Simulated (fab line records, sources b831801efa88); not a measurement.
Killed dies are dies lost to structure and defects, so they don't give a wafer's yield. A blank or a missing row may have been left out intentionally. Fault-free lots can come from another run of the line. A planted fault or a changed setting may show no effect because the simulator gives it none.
Which tool was responsible? / flow sky130 / 13 lots, 39 wafers sampled, at 5 steps of a route of 708

WHAT THE GAUGES READ, wafer by wafer
SKY_FIELD_ISO_THK_MEAS_02.
lot=L704; measured=day 1 22:43; on=film_metro-02; FIELD_ISO_OXIDATION_00_THK (nm)=12.22 11.74 12.04
lot=L705; measured=day 1 22:43; on=film_metro-04; FIELD_ISO_OXIDATION_00_THK (nm)=12.17 12.20 12.25
lot=L706; measured=day 2 03:25; on=film_metro-04; FIELD_ISO_OXIDATION_00_THK (nm)=12.24 12.21 12.21
lot=L708; measured=day 2 12:38; on=film_metro-04; FIELD_ISO_OXIDATION_00_THK (nm)=12.22 12.14 12.11
lot=L709; measured=day 2 18:40; on=film_metro-03; FIELD_ISO_OXIDATION_00_THK (nm)=12.07 12.10 12.28
lot=L710; measured=day 2 23:30; on=film_metro-02; FIELD_ISO_OXIDATION_00_THK (nm)=11.96 12.03 12.17
lot=L711; measured=day 3 04:20; on=film_metro-03; FIELD_ISO_OXIDATION_00_THK (nm)=12.10 12.20 12.22
lot=L714; measured=day 3 19:52; on=film_metro-02; FIELD_ISO_OXIDATION_00_THK (nm)=12.09 12.00 12.00
lot=L719; measured=day 4 19:38; on=film_metro-02; FIELD_ISO_OXIDATION_00_THK (nm)=11.79 11.88 11.89
lot=L720; measured=day 5 01:14; on=film_metro-04; FIELD_ISO_OXIDATION_00_THK (nm)=11.84 11.96 11.86
lot=L723; measured=day 5 16:29; on=film_metro-04; FIELD_ISO_OXIDATION_00_THK (nm)=11.78 11.95 11.86
lot=L724; measured=day 5 20:38; on=film_metro-04; FIELD_ISO_OXIDATION_00_THK (nm)=11.59 11.64 11.75
lot=L725; measured=day 6 02:06; on=film_metro-02; FIELD_ISO_OXIDATION_00_THK (nm)=11.63 11.84 11.63

SKY_DNWELL_TW_MEAS_09.
lot=L704; measured=day 3 17:19; on=film_metro-02; DNWELL_TW=1129 1121 1127
lot=L705; measured=day 3 15:43; on=film_metro-01; DNWELL_TW=1098 1097 1105
lot=L706; measured=day 3 22:40; on=film_metro-04; DNWELL_TW=1114 1112 1121
lot=L708; measured=day 4 08:01; on=film_metro-01; DNWELL_TW=1110 1103 1102
lot=L709; measured=day 4 14:23; on=film_metro-01; DNWELL_TW=1106 1107 1108
lot=L710; measured=day 4 22:22; on=film_metro-04; DNWELL_TW=1112 1116 1123
lot=L711; measured=day 5 01:14; on=film_metro-01; DNWELL_TW=1100 1103 1101
lot=L714; measured=day 5 20:01; on=film_metro-02; DNWELL_TW=1134 1125 1132
lot=L719; measured=day 6 21:41; on=film_metro-04; DNWELL_TW=512 1110 514
lot=L720; measured=day 7 02:23; on=film_metro-01; DNWELL_TW=510 1113 516
lot=L723; measured=day 7 18:53; on=film_metro-04; DNWELL_TW=1118 1116 1120
lot=L724; measured=day 8 03:14; on=film_metro-01; DNWELL_TW=1102 1099 1102
lot=L725; measured=day 8 08:11; on=film_metro-01; DNWELL_TW=1105 1102 1101

SKY_VT_ADJUST_HVTP_CD_MEAS_07 targets a cd of 380 nm.
lot=L704; measured=day 6 20:01; on=cd_sem-01; cd_nm (nm)=382.3 383.8 379.7
lot=L705; measured=day 6 17:52; on=cd_sem-01; cd_nm (nm)=378.5 378.1 378.8
lot=L706; measured=day 7 03:08; on=cd_sem-01; cd_nm (nm)=384.6 383.1 383.3
lot=L708; measured=day 7 14:13; on=cd_sem-02; cd_nm (nm)=378.3 378.4 378.8
lot=L709; measured=day 7 19:22; on=cd_sem-02; cd_nm (nm)=380.2 379.4 378.9
lot=L710; measured=day 8 05:17; on=cd_sem-02; cd_nm (nm)=382.5 381.9 378.1
lot=L711; measured=day 8 07:20; on=cd_sem-02; cd_nm (nm)=383.4 379.2 382.8
lot=L714; measured=day 9 06:01; on=cd_sem-02; cd_nm (nm)=381.0 381.0 381.0
lot=L719; measured=day 10 12:37; on=cd_sem-01; cd_nm (nm)=377.7 378.1 375.9
lot=L720; measured=day 10 16:55; on=cd_sem-02; cd_nm (nm)=379.8 379.2 381.3
lot=L723; measured=day 11 13:22; on=cd_sem-02; cd_nm (nm)=376.4 379.2 378.2
lot=L724; measured=day 11 23:04; on=cd_sem-02; cd_nm (nm)=378.6 377.7 377.9
lot=L725; measured=day 12 03:01; on=cd_sem-02; cd_nm (nm)=384.8 382.4 381.6

EACH LOT AND THE TOOL THAT RAN IT (in order: tool; ch and the chambers of the sampled wafers; start)
lot=L704; SKY_DNWELL_DEVELOP_06=litho_track-02 ch 0, day 3 16:00; SKY_PWDE_STRIP_09=plasma_asher-04 ch 0,1, day 4 10:12
lot=L705; SKY_DNWELL_DEVELOP_06=litho_track-04 ch 0, day 3 15:00; SKY_PWDE_STRIP_09=plasma_asher-03 ch 0,1, day 4 08:17
lot=L706; SKY_DNWELL_DEVELOP_06=litho_track-03 ch 0, day 3 22:00; SKY_PWDE_STRIP_09=plasma_asher-02 ch 0,1, day 4 16:08
lot=L708; SKY_DNWELL_DEVELOP_06=litho_track-02 ch 0, day 4 07:00; SKY_PWDE_STRIP_09=plasma_asher-04 ch 0,1, day 5 02:26
lot=L709; SKY_DNWELL_DEVELOP_06=litho_track-03 ch 0, day 4 13:00; SKY_PWDE_STRIP_09=plasma_asher-04 ch 0,1, day 5 08:31
lot=L710; SKY_DNWELL_DEVELOP_06=litho_track-04 ch 0, day 4 21:00; SKY_PWDE_STRIP_09=plasma_asher-03 ch 0,1, day 5 17:03
lot=L711; SKY_DNWELL_DEVELOP_06=litho_track-03 ch 0, day 5 00:00; SKY_PWDE_STRIP_09=plasma_asher-04 ch 0,1, day 5 19:33
lot=L714; SKY_DNWELL_DEVELOP_06=litho_track-03 ch 0, day 5 19:00; SKY_PWDE_STRIP_09=plasma_asher-03 ch 0,1, day 6 15:41
lot=L719; SKY_DNWELL_DEVELOP_06=litho_track-03 ch 0, day 6 21:00; SKY_PWDE_STRIP_09=plasma_asher-04 ch 0,1, day 7 18:10
lot=L720; SKY_DNWELL_DEVELOP_06=litho_track-03 ch 0, day 7 01:00; SKY_PWDE_STRIP_09=plasma_asher-04 ch 0,1, day 7 22:16
lot=L723; SKY_DNWELL_DEVELOP_06=litho_track-04 ch 0, day 7 18:00; SKY_PWDE_STRIP_09=plasma_asher-04 ch 0,1, day 8 16:08
lot=L724; SKY_DNWELL_DEVELOP_06=litho_track-04 ch 0, day 8 02:00; SKY_PWDE_STRIP_09=plasma_asher-04 ch 0,1, day 9 00:35
lot=L725; SKY_DNWELL_DEVELOP_06=litho_track-02 ch 0, day 8 07:00; SKY_PWDE_STRIP_09=plasma_asher-03 ch 0,1, day 9 06:05
- SKY_DNWELL_DEVELOP_06: develop time 60 s.
- SKY_PWDE_STRIP_09: strips in O2/N2.

AS READ BY THE TOOLS THEMSELVES (means over the sampled wafers that have a number; for cases with no such wafer, the mark the record gives instead)
SKY_PWDE_STRIP_09.
lot=L704; tool=plasma_asher-04; chamber_pressure_mTorr (mTorr)=1499.8; drypump_motor_current_A (A)=5.5; oes_product_au (a.u.)=0.722; strip_time_to_endpoint_s (s)=36.89
lot=L705; tool=plasma_asher-03; chamber_pressure_mTorr (mTorr)=1500.7; drypump_motor_current_A (A)=5.3; oes_product_au (a.u.)=0.717; strip_time_to_endpoint_s (s)=36.97
lot=L706; tool=plasma_asher-02; chamber_pressure_mTorr (mTorr)=1499.8; drypump_motor_current_A (A)=6.1; oes_product_au (a.u.)=0.721; strip_time_to_endpoint_s (s)=36.78
lot=L708; tool=plasma_asher-04; chamber_pressure_mTorr (mTorr)=1500.2; drypump_motor_current_A (A)=5.5; oes_product_au (a.u.)=0.723; strip_time_to_endpoint_s (s)=36.98
lot=L709; tool=plasma_asher-04; chamber_pressure_mTorr (mTorr)=1500.2; drypump_motor_current_A (A)=5.9; oes_product_au (a.u.)=0.721; strip_time_to_endpoint_s (s)=36.90
lot=L710; tool=plasma_asher-03; chamber_pressure_mTorr (mTorr)=1499.7; drypump_motor_current_A (A)=5.3; oes_product_au (a.u.)=0.722; strip_time_to_endpoint_s (s)=36.74
lot=L711; tool=plasma_asher-04; chamber_pressure_mTorr (mTorr)=1499.3; drypump_motor_current_A (A)=5.8; oes_product_au (a.u.)=0.724; strip_time_to_endpoint_s (s)=36.84
lot=L714; tool=plasma_asher-03; chamber_pressure_mTorr (mTorr)=1500.4; drypump_motor_current_A (A)=5.4; oes_product_au (a.u.)=0.722; strip_time_to_endpoint_s (s)=36.96
lot=L719; tool=plasma_asher-04; chamber_pressure_mTorr (mTorr)=1500.1; drypump_motor_current_A (A)=5.6; oes_product_au (a.u.)=0.724; strip_time_to_endpoint_s (s)=37.10
lot=L720; tool=plasma_asher-04; chamber_pressure_mTorr (mTorr)=1498.7; drypump_motor_current_A (A)=5.8; oes_product_au (a.u.)=0.723; strip_time_to_endpoint_s (s)=36.84
lot=L723; tool=plasma_asher-04; chamber_pressure_mTorr (mTorr)=1501.2; drypump_motor_current_A (A)=5.6; oes_product_au (a.u.)=0.724; strip_time_to_endpoint_s (s)=36.68
lot=L724; tool=plasma_asher-04; chamber_pressure_mTorr (mTorr)=1500.6; drypump_motor_current_A (A)=5.5; oes_product_au (a.u.)=0.725; strip_time_to_endpoint_s (s)=36.80
lot=L725; tool=plasma_asher-03; chamber_pressure_mTorr (mTorr)=1500.4; drypump_motor_current_A (A)=5.3; oes_product_au (a.u.)=0.720; strip_time_to_endpoint_s (s)=36.96

THE ANSWER, worked out from the rows above alone
Rule: the usual values come from the lots themselves. Put in order of their means at a reading, lots are off if they are a third of the lots or fewer, leave a main group of 4 or more, and stand apart from it by a gap of 3 or more times the standard deviation of the main group's means; of several such gaps the widest counts. A main group whose means are all the same, to the digits that the tables above print for the reading, isn't used. Also off: a lot with no number at a reading for which 4 or more lots have one. The other lots that the step has rows for count as sound. After the gauges, taken in route order, come the tools' own readings; for these a lot's mean is taken, as printed above. At the first step where some lot is off, the reading lying furthest off is the one used; lots without a number count as furthest.
Off: L719, L720, seen at SKY_DNWELL_TW_MEAS_09 (DNWELL_TW). The main group has a mean of 1111 with a standard deviation of 10.
A tool fits if, at a process step before that reading, it ran every lot that is off, and no sound lot after the first of them. Gauges at SKY_DNWELL_TW_MEAS_09: tried the same way as those tools. One fits: litho_track-03 at SKY_DNWELL_DEVELOP_06. Its last sound lot is L714 (day 5 19:00), its first lot that is off L719 (day 6 21:00): a fault that began between those two fits.

WHAT WAS PUT IN BY THE SIMULATOR
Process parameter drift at SKY_DNWELL_DEVELOP_06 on litho_track-03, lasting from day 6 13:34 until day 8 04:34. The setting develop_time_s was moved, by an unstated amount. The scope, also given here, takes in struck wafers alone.
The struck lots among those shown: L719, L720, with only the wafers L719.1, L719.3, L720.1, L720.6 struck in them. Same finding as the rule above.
